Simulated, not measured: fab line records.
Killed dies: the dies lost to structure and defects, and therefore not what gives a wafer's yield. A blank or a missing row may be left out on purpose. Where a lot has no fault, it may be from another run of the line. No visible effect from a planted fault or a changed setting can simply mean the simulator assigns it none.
fab line records    flow sky130
record: lots: 11  wafers: 33  last_day: 50
route steps=708 shown CAPM@551 METAL3@560 PAD_OPEN@708
lots that met no fault: from a run of the same line without faults
start_h: hours from the record's opening day to when the first of the lot's shown wafers began    wait_h: time in hours since the lot's previous step    " repeats the value in the row above    L1.1+2: a single row standing in for several wafers    - value missing, or start not given    * or withheld: withheld    < > ~ a bound
route shown NAME@n: a module of which the file shows steps, and the number in the route of the first    usual: the fault-free wafers' mean and standard deviation    same: alike in all rows    chamber/n: place in a boat    sites: each site's reading    _std_site: their standard deviation    _edge_site: outer sites' mean less inner sites'    radius_mm: how far each site lies from the wafer's centre    mask NAME#n: copy n    behind: the last tool/chamber to shape the wafer    hold: reason for holding the lot/hours on hold/outcome of the hold    device: whichever transistor did not switch (one of n, p or np)    end of line: the same wafers' tests at the end of the route    a step without rows: its recipe alone    killed: at the first sort, the dies lost to defects and structure; wafer yield is something else    map: a wafer's dies, x killed, . not, _ none there
set.NAME: the setting that was run; set.NAME@STEP: the one run at that earlier step    model.NAME: the simulator's own value behind a step, which no gauge read
a sample of lots followed through the steps of the route, with each step as a table and each wafer as a row
services: the hour from which a tool's chamber was out of use, counted from the record's first day as start_h (under 0 if before that day), plus the number of hours and why
== steps ==
step: SKY_CAPM_STRIP_14
recipe: chemistry: O2/N2  power_w: 1400  pressure_mtorr: 1500  platen_temp_c: withheld  o2_flow_sccm: 3000  n2_flow_sccm: 300  overash_fraction: 0.5
usual: drypump_motor_current_A: 5.6/0.46  oes_product_au: 0.710/0.0049  strip_time_to_endpoint_s: 12.62/0.045
same: overash_fraction: 0.5
lot.wafer  tool             chamber  start_h  wait_h  drypump_motor_current_A  oes_product_au  rf_hours_counter_h  strip_time_to_endpoint_s
L977.2     plasma_asher-04  0        872.96   0.1     5.9                      0.719           107                 12.60
L977.4     "                1        "        "       5.0                      0.712           -                   12.63
L977.5     "                0        "        "       5.9                      0.706           -                   12.60
L983.1     plasma_asher-03  1        918.74   0.1     5.6                      0.708           79                  12.64
L983.2     "                0        "        "       5.9                      0.708           79                  12.59
L983.5     "                0        "        "       5.9                      0.711           -                   12.64
L986.4     plasma_asher-03  1        950.26   0.1     5.6                      0.714           -                   12.67
L986.5     "                0        "        "       5.9                      0.704           -                   12.60
L986.6     "                1        "        "       5.6                      0.711           -                   12.68
L988.1     plasma_asher-03  0        967.82   0.1     5.9                      0.708           83                  12.60
L988.2     "                1        "        "       5.7                      0.715           83                  12.59
L988.6     "                1        "        "       5.7                      0.716           -                   12.63
L989.2     plasma_asher-04  0        974.17   0.1     5.9                      0.713           118                 12.59
L989.5     "                0        "        "       5.8                      0.710           -                   12.62
L989.6     "                1        "        "       5.0                      0.708           -                   12.66
L991.1     plasma_asher-03  0        986.66   0.1     5.9                      0.719           86                  12.69
L991.5     "                1        "        "       5.6                      0.708           -                   12.67
L991.6     "                0        "        "       5.9                      0.711           -                   12.57
L992.1     plasma_asher-03  1        993.22   0.1     5.6                      0.704           86                  12.56
L992.2     "                0        "        "       5.9                      0.710           86                  12.66
L992.6     "                1        "        "       5.7                      0.708           -                   12.58
L994.1     plasma_asher-01  1        1005.19  0.1     5.0                      0.711           27                  12.73
L994.3     "                0        "        "       6.4                      0.713           -                   12.70
L994.4     "                1        "        "       5.0                      0.711           -                   12.67
L996.1     plasma_asher-03  0        1014.29  0.1     5.9                      0.713           89                  12.52
L996.3     "                0        "        "       5.9                      0.717           -                   12.54
L996.5     "                1        "        "       5.7                      0.714           -                   12.50
L998.3     plasma_asher-03  1        1025.68  0.1     5.7                      0.716           -                   12.68
L998.4     "                0        "        "       5.9                      0.706           -                   12.65
L998.5     "                0        "        "       5.9                      0.712           -                   12.68
L100.1     plasma_asher-04  0        1033.44  0.1     5.9                      0.703           124                 12.65
L100.3     "                0        "        "       5.9                      0.702           -                   12.65
L100.5     "                1        "        "       5.0                      0.705           -                   12.63
step: SKY_METAL3_EXPOSE_10
recipe: mask_id: MM3  na: 0.68  source_shape: annular  sigma_inner: 0.4  sigma_outer: 0.8  target_cd_nm: 300  dose_mj: 28
usual: exposure_dose_mJ_cm2: 28.00/0.031
lot.wafer  tool            chamber  start_h  wait_h  mask   exposure_dose_mJ_cm2
L977.2     krf_scanner-01  0        887.87   -       MM3#0  27.97
L977.4     "               0        "        "       MM3#0  27.98
L977.5     "               0        "        "       MM3#0  27.99
L983.1     krf_scanner-01  0        930.90   -       MM3#0  28.02
L983.2     "               0        "        "       MM3#0  27.97
L983.5     "               0        "        "       MM3#0  27.98
L986.4     krf_scanner-01  0        963.67   -       MM3#0  27.99
L986.5     "               0        "        "       MM3#0  27.97
L986.6     "               0        "        "       MM3#0  27.98
L988.1     krf_scanner-02  0        979.96   -       MM3#0  27.95
L988.2     "               0        "        "       MM3#0  27.97
L988.6     "               0        "        "       MM3#0  27.97
L989.2     krf_scanner-01  0        987.40   -       MM3#0  26.87
L989.5     "               0        "        "       MM3#0  26.91
L989.6     "               0        "        "       MM3#0  26.88
L991.1     krf_scanner-01  0        998.74   -       MM3#0  27.06
L991.5     "               0        "        "       MM3#0  27.09
L991.6     "               0        "        "       MM3#0  27.08
L992.1     krf_scanner-01  0        1004.55  -       MM3#0  27.13
L992.2     "               0        "        "       MM3#0  27.16
L992.6     "               0        "        "       MM3#0  27.12
L994.1     krf_scanner-02  0        1017.63  -       MM3#0  28.01
L994.3     "               0        "        "       MM3#0  28.01
L994.4     "               0        "        "       MM3#0  27.96
L996.1     krf_scanner-02  0        1025.94  -       MM3#0  28.05
L996.3     "               0        "        "       MM3#0  27.97
L996.5     "               0        "        "       MM3#0  28.01
L998.3     krf_scanner-02  0        1038.05  -       MM3#0  27.99
L998.4     "               0        "        "       MM3#0  28.00
L998.5     "               0        "        "       MM3#0  27.98
L100.1     krf_scanner-02  0        1044.48  -       MM3#0  28.01
L100.3     "               0        "        "       MM3#0  28.05
L100.5     "               0        "        "       MM3#0  28.02
step: SKY_METAL3_CD_MEAS_13
recipe: target_cd_nm: 300
usual: cd_nm: 299.7/1.6
lot.wafer  tool       chamber  start_h  wait_h  cd_nm
L977.2     cd_sem-02  -        899.95   -       298.8
L977.4     "          -        "        "       300.2
L977.5     "          -        "        "       299.7
L983.1     cd_sem-02  -        943.03   -       299.1
L983.2     "          -        "        "       298.9
L983.5     "          -        "        "       298.8
L986.4     cd_sem-02  -        974.60   -       298.5
L986.5     "          -        "        "       297.7
L986.6     "          -        "        "       298.4
L988.1     cd_sem-02  -        992.01   -       299.8
L988.2     "          -        "        "       301.2
L988.6     "          -        "        "       299.9
L989.2     cd_sem-02  -        998.43   -       306.2
L989.5     "          -        "        "       306.7
L989.6     "          -        "        "       305.5
L991.1     cd_sem-02  -        1009.86  -       307.3
L991.5     "          -        "        "       306.9
L991.6     "          -        "        "       308.6
L992.1     cd_sem-02  -        1015.64  -       304.8
L992.2     "          -        "        "       305.6
L992.6     "          -        "        "       305.9
L994.1     cd_sem-02  -        1028.24  -       299.0
L994.3     "          -        "        "       300.3
L994.4     "          -        "        "       299.3
L996.1     cd_sem-02  -        1036.99  -       299.1
L996.3     "          -        "        "       300.2
L996.5     "          -        "        "       300.1
L998.3     cd_sem-02  -        1048.23  -       299.9
L998.4     "          -        "        "       299.7
L998.5     "          -        "        "       300.7
L100.1     cd_sem-01  -        1055.89  -       298.6
L100.3     "          -        "        "       298.8
L100.5     "          -        "        "       299.6
step: SKY_METAL3_DESCUM_15
recipe: chemistry: O2  source_power_w: 150  bias_power_w: 0  pressure_mtorr: 10  temp_c: 40  time_s: 8
usual: drypump_motor_current_A: 5.6/0.51  oes_product_au: 0.995/0.0097
lot.wafer  tool          chamber  start_h  wait_h  drypump_motor_current_A  oes_product_au  rf_hours_counter_h
L977.2     rie_metal-04  0        900.10   0.0     4.9                      1.011           -
L977.4     "             0        "        "       4.9                      1.004           -
L977.5     "             0        "        "       5.0                      1.016           -
L983.1     rie_metal-01  0        943.18   0.0     5.3                      0.991           19
L983.2     "             0        "        "       5.3                      0.985           -
L983.5     "             0        "        "       5.3                      0.993           -
L986.4     rie_metal-01  0        974.72   0.0     5.2                      1.006           -
L986.5     "             0        "        "       5.3                      1.002           -
L986.6     "             0        "        "       5.3                      0.985           -
L988.1     rie_metal-03  1        992.17   0.0     5.5                      0.987           13
L988.2     "             0        "        "       5.8                      0.986           10
L988.6     "             0        "        "       5.8                      0.983           -
L989.2     rie_metal-01  0        998.57   0.0     5.3                      0.993           23
L989.5     "             1        "        "       6.6                      1.010           -
L989.6     "             0        "        "       5.3                      1.006           -
L991.1     rie_metal-04  1        1010.02  0.0     6.1                      0.991           7
L991.5     "             1        "        "       6.1                      0.976           -
L991.6     "             0        "        "       4.9                      1.004           -
L992.1     rie_metal-01  0        1015.79  0.0     5.2                      0.988           24
L992.2     "             1        "        "       6.6                      1.010           12
L992.6     "             1        "        "       6.6                      1.019           -
L994.1     rie_metal-03  0        1028.39  0.0     5.8                      1.002           12
L994.3     "             1        "        "       5.5                      0.982           -
L994.4     "             0        "        "       5.8                      1.000           -
L996.1     rie_metal-04  1        1037.14  0.0     6.1                      1.001           8
L996.3     "             0        "        "       5.0                      1.005           -
L996.5     "             1        "        "       6.1                      0.996           -
L998.3     rie_metal-04  1        1048.35  0.0     6.1                      0.992           -
L998.4     "             0        "        "       4.9                      1.001           -
L998.5     "             0        "        "       4.9                      0.996           -
L100.1     rie_metal-01  1        1056.04  0.0     6.6                      1.000           16
L100.3     "             0        "        "       5.3                      0.979           -
L100.5     "             1        "        "       6.6                      1.002           -
step: SKY_METAL3_STRIP_19
recipe: chemistry: O2/N2  power_w: 1400  pressure_mtorr: 1500  platen_temp_c: withheld  o2_flow_sccm: 3000  n2_flow_sccm: 300  overash_fraction: 0.5
usual: drypump_motor_current_A: 5.7/0.42  oes_product_au: 0.503/0.006  strip_time_to_endpoint_s: 6.56/0.087
same: overash_fraction: 0.5
lot.wafer  tool             chamber  start_h  wait_h  drypump_motor_current_A  oes_product_au  rf_hours_counter_h  strip_time_to_endpoint_s
L977.2     plasma_asher-02  0        900.55   0.1     6.3                      0.502           45                  6.54
L977.4     "                1        "        "       5.4                      0.503           -                   6.53
L977.5     "                0        "        "       6.3                      0.493           -                   6.55
L983.1     plasma_asher-02  0        943.64   0.1     6.3                      0.504           49                  6.42
L983.2     "                1        "        "       5.4                      0.508           49                  6.49
L983.5     "                0        "        "       6.4                      0.501           -                   6.49
L986.4     plasma_asher-04  1        975.18   0.1     5.0                      0.495           -                   6.53
L986.5     "                1        "        "       5.0                      0.504           -                   6.60
L986.6     "                0        "        "       5.9                      0.508           -                   6.61
L988.1     plasma_asher-03  0        992.49   0.1     5.9                      0.504           86                  6.58
L988.2     "                1        "        "       5.6                      0.504           86                  6.59
L988.6     "                1        "        "       5.7                      0.502           -                   6.53
L989.2     plasma_asher-02  0        998.89   0.1     6.3                      0.508           53                  6.50
L989.5     "                0        "        "       6.3                      0.515           -                   6.74
L989.6     "                1        "        "       5.4                      0.500           -                   6.43
L991.1     plasma_asher-03  0        1010.34  0.1     5.9                      0.502           88                  6.73
L991.5     "                1        "        "       5.6                      0.512           -                   6.71
L991.6     "                0        "        "       5.9                      0.502           -                   6.63
L992.1     plasma_asher-04  1        1016.12  0.1     4.9                      0.498           122                 6.43
L992.2     "                0        "        "       5.9                      0.506           122                 6.66
L992.6     "                0        "        "       5.8                      0.511           -                   6.61
L994.1     plasma_asher-02  0        1028.72  0.1     6.3                      0.497           55                  6.45
L994.3     "                0        "        "       6.4                      0.513           -                   6.69
L994.4     "                1        "        "       5.4                      0.504           -                   6.44
L996.1     plasma_asher-03  1        1037.65  0.3     5.7                      0.498           91                  6.48
L996.3     "                1        "        "       5.7                      0.496           -                   6.47
L996.5     "                0        "        "       5.9                      0.496           -                   6.47
L998.3     plasma_asher-04  1        1048.70  0.1     5.0                      0.492           -                   6.42
L998.4     "                0        "        "       5.9                      0.491           -                   6.45
L998.5     "                1        "        "       5.0                      0.504           -                   6.42
L100.1     plasma_asher-02  1        1056.37  0.1     5.4                      0.501           58                  6.62
L100.3     "                1        "        "       5.4                      0.500           -                   6.62
L100.5     "                0        "        "       6.3                      0.503           -                   6.43
step: SKY_PAD_OPEN_PROBE_99
usual: defect_limited_yield: 82.4/1.7  killed_at_M0_to_M3: 44/6.9  killed_at_M4_up: 3.3/1.7  killed_at_contacts: 24/4.7  killed_at_front_end: 15/4.5  killed_at_other: 0.2/0.49  killed_dies: 86/8.4  killed_open: 47/6.5  killed_short: 39/6  sort_bin_3_pad_short: 0.9/0.4  sort_bin_5_function: 10.4/1.5  sort_bin_6_memory: 6.3/1  sort_n_pass: 406/8.4  sort_yield_pct: 82.4/1.7
same: gross_dies: 492  killed_at_back_side: 0  sort_bin_4_leakage[%]: 0  sort_bin_8_speed[%]: 0
lot.wafer  tool       chamber  start_h  wait_h  defect_limited_yield[%]  killed_at_M0_to_M3  killed_at_M4_up  killed_at_contacts  killed_at_front_end  killed_at_other  killed_dies  killed_open  killed_short  sort_bin_3_pad_short[%]  sort_bin_5_function[%]  sort_bin_6_memory[%]  sort_n_pass  sort_yield_pct[%]
L977.2     prober-01  -        1072.81  0.1     82.5                     39                  3                29                  15                   0                86           41           45            0.6                      10.6                    6.3                   406          82.5
L977.4     prober-01  -        1072.91  0.2     81.5                     40                  4                25                  22                   0                91           54           37            1.0                      10.4                    7.1                   401          81.5
L977.5     prober-01  -        1072.96  0.2     80.9                     46                  4                26                  16                   2                94           50           44            1.0                      10.6                    7.5                   398          80.9
L983.1     prober-01  -        1108.03  0.1     79.7                     54                  2                24                  20                   0                100          58           42            2.2                      10.0                    8.1                   392          79.7
L983.2     prober-01  -        1108.08  0.1     83.9                     41                  2                24                  12                   0                79           48           31            0.6                      9.3                     6.1                   413          83.9
L983.5     prober-01  -        1108.23  0.2     85.0                     32                  2                27                  12                   1                74           48           26            0.6                      7.9                     6.5                   418          85.0
L989.2     prober-02  -        1154.44  0.1     84.1                     36                  0                27                  15                   0                78           38           40            1.0                      8.7                     6.1                   414          84.1
L989.5     prober-02  -        1154.59  0.2     83.5                     37                  2                27                  15                   0                81           48           33            1.4                      9.3                     5.7                   411          83.5
L989.6     prober-02  -        1154.64  0.2     85.0                     39                  3                22                  10                   0                74           44           30            0.8                      10.4                    3.9                   418          85.0
L998.3     prober-01  -        1192.16  0.2     83.5                     37                  3                23                  18                   0                81           40           41            0.8                      9.6                     6.1                   411          83.5
L998.4     prober-01  -        1192.21  0.2     82.5                     37                  5                25                  19                   0                86           49           37            0.8                      10.4                    6.3                   406          82.5
L998.5     prober-01  -        1192.26  0.2     82.9                     36                  4                22                  21                   1                84           44           40            1.0                      10.0                    6.1                   408          82.9
killed by level:class
L977.2 CONTACT:geometric_particle:open=15 METAL1:geometric_particle:short=9 VIA1:geometric_particle:open=7 METAL2:geometric_particle:short=6 FIELD_ISO:geometric_particle:short=5 SPACER:geometric_particle:short=4 LI_CONTACT:geometric_particle:short=4 LI_CONTACT:geometric_particle:open=4
L977.4 VIA3:geometric_particle:open=9 CONTACT:geometric_particle:open=8 FIELD_ISO:geometric_particle:open=7 VIA1:geometric_particle:open=7 METAL2:geometric_particle:short=7 FIELD_ISO:geometric_particle:short=6 CONTACT:geometric_particle:short=6 POLY_GATE:geometric_particle:open=5
L977.5 VIA1:geometric_particle:short=12 CONTACT:geometric_particle:open=10 VIA1:geometric_particle:open=9 VIA2:geometric_particle:open=7 FIELD_ISO:geometric_particle:open=6 FIELD_ISO:geometric_particle:short=6 LI_CONTACT:geometric_particle:open=6 CONTACT:geometric_particle:short=5
L983.1 VIA1:geometric_particle:open=19 LI_CONTACT:geometric_particle:open=8 VIA2:geometric_particle:open=8 CONTACT:geometric_particle:open=7 FIELD_ISO:geometric_particle:open=6 FIELD_ISO:geometric_particle:short=6 VIA3:geometric_particle:open=5 VIA1:geometric_particle:short=5
L983.2 CONTACT:geometric_particle:open=12 VIA1:geometric_particle:open=11 VIA1:geometric_particle:short=8 VIA3:geometric_particle:open=8 CONTACT:geometric_particle:short=6 LI_CONTACT:geometric_particle:open=4 VIA2:geometric_particle:open=4 FIELD_ISO:geometric_particle:open=3
L983.5 CONTACT:geometric_particle:open=11 LI_CONTACT:geometric_particle:open=8 VIA1:geometric_particle:open=7 VIA2:geometric_particle:open=6 VIA1:geometric_particle:short=5 VIA3:geometric_particle:open=5 FIELD_ISO:geometric_particle:short=4 POLY_GATE:geometric_particle:open=3
L989.2 CONTACT:geometric_particle:open=9 VIA1:geometric_particle:open=8 CONTACT:geometric_particle:short=7 POLY_GATE:geometric_particle:short=6 VIA1:geometric_particle:short=6 VIA3:geometric_particle:open=6 LI_CONTACT:geometric_particle:open=5 VIA2:geometric_particle:open=5
L989.5 CONTACT:geometric_particle:open=9 VIA3:geometric_particle:open=8 VIA2:geometric_particle:open=8 LOCAL_INTERCONNECT:geometric_particle:short=7 FIELD_ISO:geometric_particle:open=6 LI_CONTACT:geometric_particle:open=6 VIA1:geometric_particle:open=5 METAL3:geometric_particle:short=5
L989.6 LI_CONTACT:geometric_particle:open=11 VIA1:geometric_particle:open=10 VIA2:geometric_particle:open=6 VIA3:geometric_particle:open=5 CONTACT:geometric_particle:open=4 METAL1:geometric_particle:short=4 VIA1:geometric_particle:short=4 POLY_GATE:geometric_particle:short=3
L998.3 CONTACT:geometric_particle:open=12 VIA2:geometric_particle:short=7 VIA1:geometric_particle:open=5 METAL2:geometric_particle:short=5 VIA2:geometric_particle:open=5 POLY_GATE:geometric_particle:open=4 LI_CONTACT:geometric_particle:open=4 CONTACT:geometric_particle:short=4
L998.4 CONTACT:geometric_particle:open=10 VIA1:geometric_particle:open=8 FIELD_ISO:geometric_particle:short=7 VIA2:geometric_particle:open=7 VIA3:geometric_particle:open=6 FIELD_ISO:geometric_particle:open=5 VIA3:geometric_particle:short=5 LI_CONTACT:geometric_particle:open=5
L998.5 VIA1:geometric_particle:open=11 LI_CONTACT:geometric_particle:open=7 POLY_GATE:geometric_particle:open=6 CONTACT:geometric_particle:open=6 VIA2:geometric_particle:open=6 FIELD_ISO:geometric_particle:short=4 POLY_GATE:geometric_particle:short=4 CONTACT:geometric_particle:short=4
== services ==
tool             chamber  start_h  hours  kind
krf_scanner-02   -        849.42   0.8    pm
krf_scanner-01   -        853.60   4.4    pm
rie_metal-03     1        875.22   11.9   repair
krf_scanner-01   -        885.44   1.0    pm
krf_scanner-01   -        890.72   3.6    pm
rie_metal-01     1        902.06   73.1   repair
krf_scanner-02   -        934.47   1.3    pm
krf_scanner-01   -        937.05   1.3    pm
rie_metal-01     0        950.78   12.2   repair
krf_scanner-01   -        960.36   0.8    pm
plasma_asher-02  -        967.12   12.5   repair
krf_scanner-01   -        970.39   0.3    repair
krf_scanner-02   -        974.66   1.0    pm
krf_scanner-01   -        979.48   4.0    pm
plasma_asher-02  -        979.59   2.8    pm
plasma_asher-02  -        1009.30  3.3    repair
krf_scanner-01   -        1017.48  36.0   pm
krf_scanner-02   -        1019.32  2.6    repair
krf_scanner-02   -        1035.49  1.8    repair
krf_scanner-02   -        1047.02  0.8    pm
plasma_asher-03  -        1048.70  0.7    repair
plasma_asher-03  -        1052.56  2.0    repair
krf_scanner-01   -        1054.49  1.0    pm
plasma_asher-04  -        1055.25  9.0    pm
== key ==
first_sign: step: SKY_METAL3_EXPOSE_10  reading: exposure_dose_mJ_cm2  direction: down  sigmas: 31  usual: *  struck: *
effect: step: SKY_METAL3_CD_MEAS_13  reading: cd_nm  direction: up  sigmas: 4.3  usual: 299.7  struck: 306.4  through: control_loop
met_at SKY_METAL3_EXPOSE_10
struck_lots L989,L991,L992
loop_trim: step: SKY_METAL3_EXPOSE_10  setting: dose  lots: L991,L992
not_acting_at SKY_CAPM_STRIP_14,SKY_METAL3_DESCUM_15,SKY_METAL3_STRIP_19
onset_between 963.67 987.40
fault: kind: process_parameter_drift  tool: krf_scanner-01  chamber: -  onset_h: 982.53  steps: SKY_METAL3_EXPOSE_10  channel: dose_mj  offset: -1.1108  shape: step  acts_in: these_recipes_only  stated: 28
loop_trim: a control loop set the setting to another value than it would have without faults
